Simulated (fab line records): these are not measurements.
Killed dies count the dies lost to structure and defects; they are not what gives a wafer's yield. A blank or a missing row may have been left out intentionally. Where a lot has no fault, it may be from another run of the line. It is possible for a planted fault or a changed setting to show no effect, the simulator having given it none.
The tool behind it: which one? :: flow sky130 :: 14 lots, 42 wafers sampled, at 4 steps of a route of 708

WHAT THE GAUGES READ, wafer by wafer
SKY_VT_ADJUST_LVTN_TW_MEAS_10. Usual: for VT_ADJUST_LVTN_TW the level is 240.9 and the standard deviation is 1.5.
lot: L371
measured: day 7 02:04
on: film_metro-04
VT_ADJUST_LVTN_TW: 240.3 239.6 239.8
flag: 

lot: L372
measured: day 7 11:52
on: film_metro-02
VT_ADJUST_LVTN_TW: 237.8 238.6 239.0
flag: 

lot: L374
measured: day 7 20:24
on: film_metro-04
VT_ADJUST_LVTN_TW: 238.8 239.2 239.9
flag: 

lot: L377
measured: day 9 05:32
on: film_metro-03
VT_ADJUST_LVTN_TW: 240.4 242.1 240.2
flag: 

lot: L379
measured: day 9 20:45
on: film_metro-03
VT_ADJUST_LVTN_TW: 240.5 241.1 240.7
flag: 

lot: L385
measured: day 11 16:57
on: film_metro-04
VT_ADJUST_LVTN_TW: 241.2 241.3 241.6
flag: 

lot: L387
measured: day 11 23:40
on: film_metro-03
VT_ADJUST_LVTN_TW: 241.9 241.7 242.5
flag: 

lot: L390
measured: day 12 15:50
on: film_metro-02
VT_ADJUST_LVTN_TW: 239.0 239.1 238.9
flag: 

lot: L391
measured: day 12 15:54
on: film_metro-04
VT_ADJUST_LVTN_TW: 241.1 239.5 239.3
flag: 

lot: L392
measured: day 13 01:52
on: film_metro-02
VT_ADJUST_LVTN_TW: 239.3 239.7 238.9
flag: 

lot: L393
measured: day 13 02:00
on: film_metro-04
VT_ADJUST_LVTN_TW: 241.5 242.2 242.0
flag: 

SKY_VT_ADJUST_NCORE_CD_MEAS_07: the cd target is 380 nm. Usual: cd_nm at 379.9 nm, with a standard deviation of 2.7.
lot: L371
measured: day 8 17:53
on: cd_sem-02
cd_nm (nm): 376.2 379.0 378.0
flag: 

lot: L372
measured: day 9 04:53
on: cd_sem-02
cd_nm (nm): 379.5 381.5 379.2
flag: 

lot: L374
measured: day 9 13:30
on: cd_sem-02
cd_nm (nm): 379.3 382.5 381.8
flag: 

lot: L377
measured: day 11 01:01
on: cd_sem-02
cd_nm (nm): 383.8 385.0 383.4
flag: 

lot: L379
measured: day 11 17:38
on: cd_sem-01
cd_nm (nm): 378.1 379.3 379.7
flag: 

lot: L385
measured: day 13 18:24
on: cd_sem-01
cd_nm (nm): 376.1 378.1 376.2
flag: 

lot: L387
measured: day 14 00:58
on: cd_sem-02
cd_nm (nm): 379.0 380.3 377.3
flag: 

lot: L390
measured: day 14 18:29
on: cd_sem-01
cd_nm (nm): 379.1 378.1 378.3
flag: 

lot: L391
measured: day 14 19:00
on: cd_sem-02
cd_nm (nm): 377.8 378.9 376.1
flag: 

lot: L392
measured: day 15 04:54
on: cd_sem-01
cd_nm (nm): 375.9 374.9 375.9
flag: 

lot: L393
measured: day 15 05:12
on: cd_sem-02
cd_nm (nm): 380.2 377.9 378.6
flag: 

SKY_LDD_P_TW_MEAS_11. Usual: for LDD_P_TW the level is 634 and the standard deviation is 5.
lot: L371
measured: day 19 08:29
on: film_metro-02
LDD_P_TW: 631 632 628
flag: 

lot: L372
measured: day 19 19:54
on: film_metro-02
LDD_P_TW: 628 632 627
flag: 

lot: L374
measured: day 20 06:28
on: film_metro-04
LDD_P_TW: 635 639 641
flag: 

lot: L377
measured: day 22 06:47
on: film_metro-04
LDD_P_TW: 632 638 632
flag: 

lot: L379
measured: day 23 08:05
on: film_metro-01
LDD_P_TW: 644 644 645
flag: 

lot: L385
measured: day 25 13:13
on: film_metro-02
LDD_P_TW: 632 633 635
flag: 

lot: L387
measured: day 25 19:53
on: film_metro-02
LDD_P_TW: 634 632 635
flag: 

lot: L390
measured: day 26 14:43
on: film_metro-02
LDD_P_TW: 627 631 626
flag: 

lot: L391
measured: day 26 14:01
on: film_metro-01
LDD_P_TW: 635 633 635
flag: 

lot: L392
measured: day 26 23:51
on: film_metro-01
LDD_P_TW: 638 632 632
flag: 

lot: L393
measured: day 27 03:37
on: film_metro-02
LDD_P_TW: 630 630 629
flag: 

TOOL THAT RAN EACH LOT (tool first, then ch and the chambers of the sampled wafers, then the start)
lot: L371
SKY_FIELD_ISO_CMP_27: cmp-02 ch 0,1, day 2 17:32

lot: L372
SKY_FIELD_ISO_CMP_27: cmp-01 ch 0,1,3, day 3 00:37

lot: L374
SKY_FIELD_ISO_CMP_27: cmp-02 ch 0,1, day 3 08:56

lot: L377
SKY_FIELD_ISO_CMP_27: cmp-01 ch 0,1,2, day 4 04:33

lot: L379
SKY_FIELD_ISO_CMP_27: cmp-01 ch 0,1,2, day 4 16:16

lot: L384
SKY_FIELD_ISO_CMP_27: cmp-01 ch 0,1, day 5 17:53

lot: L383
SKY_FIELD_ISO_CMP_27: cmp-01 ch 1,2,3, day 5 18:11

lot: L386
SKY_FIELD_ISO_CMP_27: cmp-01 ch 0,1,3, day 6 03:46

lot: L385
SKY_FIELD_ISO_CMP_27: cmp-01 ch 0,1,3, day 6 04:10

lot: L387
SKY_FIELD_ISO_CMP_27: cmp-01 ch 1,2, day 6 13:25

lot: L390
SKY_FIELD_ISO_CMP_27: cmp-01 ch 1,2,3, day 6 22:58

lot: L391
SKY_FIELD_ISO_CMP_27: cmp-01 ch 1,2, day 6 23:13

lot: L392
SKY_FIELD_ISO_CMP_27: cmp-01 ch 0,1,3, day 7 09:47

lot: L393
SKY_FIELD_ISO_CMP_27: cmp-02 ch 0,1,2, day 7 09:58
- SKY_FIELD_ISO_CMP_27: polishes, stops on Si3N4, t overpolish 16 s, target thk 457.8 nm.

WHAT THE TOOLS THEMSELVES READ (means of the sampled wafers that have a number; where no wafer has one, the mark that the record gives instead)
SKY_FIELD_ISO_CMP_27. Usual: edge_zone_pressure_frac 1.000, standard deviation 0.0054; head_pressure_psi 4.001 psi, standard deviation 0.0086; motor_current_A 12.1 A, standard deviation 1.8; overpolish_run_s 16.000 s, standard deviation 0.01; time_to_endpoint_s 112 s, standard deviation 4.2.
lot: L371
tool: cmp-02
edge_zone_pressure_frac: 1.000
head_pressure_psi (psi): 3.998
motor_current_A (A): 11.8
overpolish_run_s (s): 15.998
time_to_endpoint_s (s): 114
flag: 

lot: L372
tool: cmp-01
edge_zone_pressure_frac: 0.999
head_pressure_psi (psi): 3.998
motor_current_A (A): 12.2
overpolish_run_s (s): 16.000
time_to_endpoint_s (s): 111
flag: 

lot: L374
tool: cmp-02
edge_zone_pressure_frac: 0.993
head_pressure_psi (psi): 3.997
motor_current_A (A): 11.4
overpolish_run_s (s): 15.997
time_to_endpoint_s (s): 113
flag: 

lot: L377
tool: cmp-01
edge_zone_pressure_frac: 1.000
head_pressure_psi (psi): 3.998
motor_current_A (A): 13.1
overpolish_run_s (s): 16.003
time_to_endpoint_s (s): 111
flag: 

lot: L379
tool: cmp-01
edge_zone_pressure_frac: 1.002
head_pressure_psi (psi): 4.003
motor_current_A (A): 13.1
overpolish_run_s (s): 16.001
time_to_endpoint_s (s): 109
flag: 

lot: L384
tool: cmp-01
edge_zone_pressure_frac: -
head_pressure_psi (psi): -
motor_current_A (A): -
overpolish_run_s (s): -
time_to_endpoint_s (s): -
flag: OFF

lot: L383
tool: cmp-01
edge_zone_pressure_frac: -
head_pressure_psi (psi): -
motor_current_A (A): -
overpolish_run_s (s): -
time_to_endpoint_s (s): -
flag: OFF

lot: L386
tool: cmp-01
edge_zone_pressure_frac: -
head_pressure_psi (psi): -
motor_current_A (A): -
overpolish_run_s (s): -
time_to_endpoint_s (s): -
flag: OFF

lot: L385
tool: cmp-01
edge_zone_pressure_frac: 1.005
head_pressure_psi (psi): 4.003
motor_current_A (A): 12.3
overpolish_run_s (s): 15.996
time_to_endpoint_s (s): 113
flag: 

lot: L387
tool: cmp-01
edge_zone_pressure_frac: 0.997
head_pressure_psi (psi): 4.006
motor_current_A (A): 13.1
overpolish_run_s (s): 16.002
time_to_endpoint_s (s): 113
flag: 

lot: L390
tool: cmp-01
edge_zone_pressure_frac: 0.998
head_pressure_psi (psi): 4.001
motor_current_A (A): 12.5
overpolish_run_s (s): 16.003
time_to_endpoint_s (s): 113
flag: 

lot: L391
tool: cmp-01
edge_zone_pressure_frac: 0.998
head_pressure_psi (psi): 4.006
motor_current_A (A): 13.7
overpolish_run_s (s): 16.007
time_to_endpoint_s (s): 119
flag: 

lot: L392
tool: cmp-01
edge_zone_pressure_frac: 1.001
head_pressure_psi (psi): 3.998
motor_current_A (A): 11.9
overpolish_run_s (s): 15.999
time_to_endpoint_s (s): 114
flag: 

lot: L393
tool: cmp-02
edge_zone_pressure_frac: 1.003
head_pressure_psi (psi): 3.995
motor_current_A (A): 11.0
overpolish_run_s (s): 16.007
time_to_endpoint_s (s): 106
flag: 

THE ANSWER, worked out from the rows above alone
Rule: take the mean of a lot's wafers that have a number; if it is more than 3 standard deviations from the usual mean, the lot is off. A lot without any number at a reading at which 4 lots or more have one is off too. Where the step has rows for the other lots, those lots are counted as sound. Order of review: gauges by route order, followed by the tools' own readings, for which a lot's mean as printed above is used. The first step at which some lot is off is used, and at that step the reading that is off furthest; a lot without a number counts as furthest.
Off: L384, L383, L386, at SKY_FIELD_ISO_CMP_27 (edge_zone_pressure_frac). Without a number there: L384, L383, L386.
A tool fits if, at that step or a process step before it, it ran every lot that is off, and no sound lot after the first of them. None of those tried fits.

WHAT THE SIMULATOR PUT IN
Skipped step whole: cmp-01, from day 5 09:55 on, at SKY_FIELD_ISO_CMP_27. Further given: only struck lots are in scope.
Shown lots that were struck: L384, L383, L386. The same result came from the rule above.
